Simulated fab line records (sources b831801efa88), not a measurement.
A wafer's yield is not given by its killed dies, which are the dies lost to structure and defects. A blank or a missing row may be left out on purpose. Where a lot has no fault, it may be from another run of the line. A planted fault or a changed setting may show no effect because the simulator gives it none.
Which tool is to blame? :: flow gf180mcu :: 30 wafers from 10 lots sampled at 4 of the route's 602 steps

## WHAT THE GAUGES SHOWED, per wafer
GF_V5_RS_MEAS_24: the measuring method here is four-point-probe.
lot: L703
measured: day 28 00:08
on: film-metro-01
V5_W_RS (ohm/sq): 0.340 0.329 0.330

lot: L705
measured: day 28 19:10
on: film-metro-04
V5_W_RS (ohm/sq): 0.335 0.333 0.325

lot: L707
measured: day 29 04:31
on: film-metro-04
V5_W_RS (ohm/sq): 0.327 0.333 0.330

lot: L708
measured: day 29 08:47
on: film-metro-02
V5_W_RS (ohm/sq): 0.325 0.325 0.326

lot: L710
measured: day 30 00:11
on: film-metro-04
V5_W_RS (ohm/sq): 0.329 0.330 0.333

lot: L711
measured: day 30 07:32
on: film-metro-02
V5_W_RS (ohm/sq): 0.329 0.330 0.324

lot: L713
measured: day 30 23:12
on: film-metro-02
V5_W_RS (ohm/sq): 0.328 0.335 0.328

lot: L715
measured: day 31 09:16
on: film-metro-01
V5_W_RS (ohm/sq): 0.283 0.332 0.332 0.282 0.332 0.332

lot: L716
measured: day 31 12:33
on: film-metro-01
V5_W_RS (ohm/sq): 0.283 0.333 0.284 0.283 0.333 0.284

lot: L720
measured: day 32 15:31
on: film-metro-04
V5_W_RS (ohm/sq): 0.327 0.332 0.329

## TOOL THAT RAN EACH LOT (tool first, then ch and the chambers of the sampled wafers, then the start)
lot: L703
GF_M5_METAL_ETCH_10: rie-metal-04 ch 0,1, day 27 01:16
GF_V5_STRIP_18: plasma-asher-01 ch 0,1, day 27 23:22
GF_V5_CVD_23: cvd-w-01 ch 0,1, day 28 00:00

lot: L705
GF_M5_METAL_ETCH_10: rie-metal-03 ch 0,1, day 27 20:43
GF_V5_STRIP_18: plasma-asher-03 ch 0,1, day 28 18:24
GF_V5_CVD_23: cvd-w-01 ch 0,1, day 28 19:04

lot: L707
GF_M5_METAL_ETCH_10: rie-metal-03 ch 0,1, day 28 06:57
GF_V5_STRIP_18: plasma-asher-02 ch 0,1, day 29 03:46
GF_V5_CVD_23: cvd-w-01 ch 0,1, day 29 04:24

lot: L708
GF_M5_METAL_ETCH_10: rie-metal-03 ch 0,1, day 28 11:01
GF_V5_STRIP_18: plasma-asher-02 ch 0,1, day 29 08:01
GF_V5_CVD_23: cvd-w-02 ch 0,1, day 29 08:39

lot: L710
GF_M5_METAL_ETCH_10: rie-metal-03 ch 0,1, day 29 02:58
GF_V5_STRIP_18: plasma-asher-01 ch 0,1, day 29 23:25
GF_V5_CVD_23: cvd-w-01 ch 0,1, day 30 00:03

lot: L711
GF_M5_METAL_ETCH_10: rie-metal-02 ch 0,1, day 29 09:37
GF_V5_STRIP_18: plasma-asher-03 ch 0,1, day 30 06:22
GF_V5_CVD_23: cvd-w-01 ch 0,1, day 30 07:24

lot: L713
GF_M5_METAL_ETCH_10: rie-metal-04 ch 1, day 30 02:51
GF_V5_STRIP_18: plasma-asher-01 ch 0,1, day 30 22:23
GF_V5_CVD_23: cvd-w-01 ch 0,1, day 30 23:04

lot: L715
GF_M5_METAL_ETCH_10: rie-metal-04 ch 1, day 30 13:03
GF_V5_STRIP_18: plasma-asher-01 ch 0,1, day 31 08:30
GF_V5_CVD_23: cvd-w-01 ch 0,1, day 31 09:10

lot: L716
GF_M5_METAL_ETCH_10: rie-metal-04 ch 0,1, day 30 16:12
GF_V5_STRIP_18: plasma-asher-02 ch 0,1, day 31 11:48
GF_V5_CVD_23: cvd-w-01 ch 0,1, day 31 12:26

lot: L720
GF_M5_METAL_ETCH_10: rie-metal-02 ch 0,1, day 31 20:52
GF_V5_STRIP_18: plasma-asher-01 ch 0,1, day 32 14:45
GF_V5_CVD_23: cvd-w-02 ch 0,1, day 32 15:23
- GF_M5_METAL_ETCH_10: etches the open film in Cl2/BCl3, stops on SiO2, target depth 750.8 nm, time 125.1 s.
- GF_V5_STRIP_18: strips in O2/N2.
- GF_V5_CVD_23: deposits W, target thk 350 nm, time 104.9 s.

## THE ANSWER, worked out from the rows above alone
Rule: the usual values come from the lots themselves. Put in order of their means at a reading, lots are off if they are a third of the lots or fewer, leave a main group of 4 or more, and stand apart from it by a gap of 3 or more times the standard deviation of the main group's means; of several such gaps the widest counts. A main group is skipped when, at the precision printed for the reading in the tables above, its means are all equal. Also off: a lot with no number at a reading for which 4 or more lots have one. The other lots that the step has rows for count as sound.
Off: L715, L716, seen at GF_V5_RS_MEAS_24 (V5_W_RS). Mean 0.330 ohm/sq and standard deviation 0.0022 in the main group.
A tool fits if, at a process step before that reading, it ran every lot that is off, and no sound lot after the first of them. Those tools and the gauges at GF_V5_RS_MEAS_24 are tried in the same way. Can't be told from this: 3 tools fit, rie-metal-04 at GF_M5_METAL_ETCH_10, cvd-w-01 at GF_V5_CVD_23, film-metro-01 at GF_V5_RS_MEAS_24.

## WHAT WAS PUT IN BY THE SIMULATOR
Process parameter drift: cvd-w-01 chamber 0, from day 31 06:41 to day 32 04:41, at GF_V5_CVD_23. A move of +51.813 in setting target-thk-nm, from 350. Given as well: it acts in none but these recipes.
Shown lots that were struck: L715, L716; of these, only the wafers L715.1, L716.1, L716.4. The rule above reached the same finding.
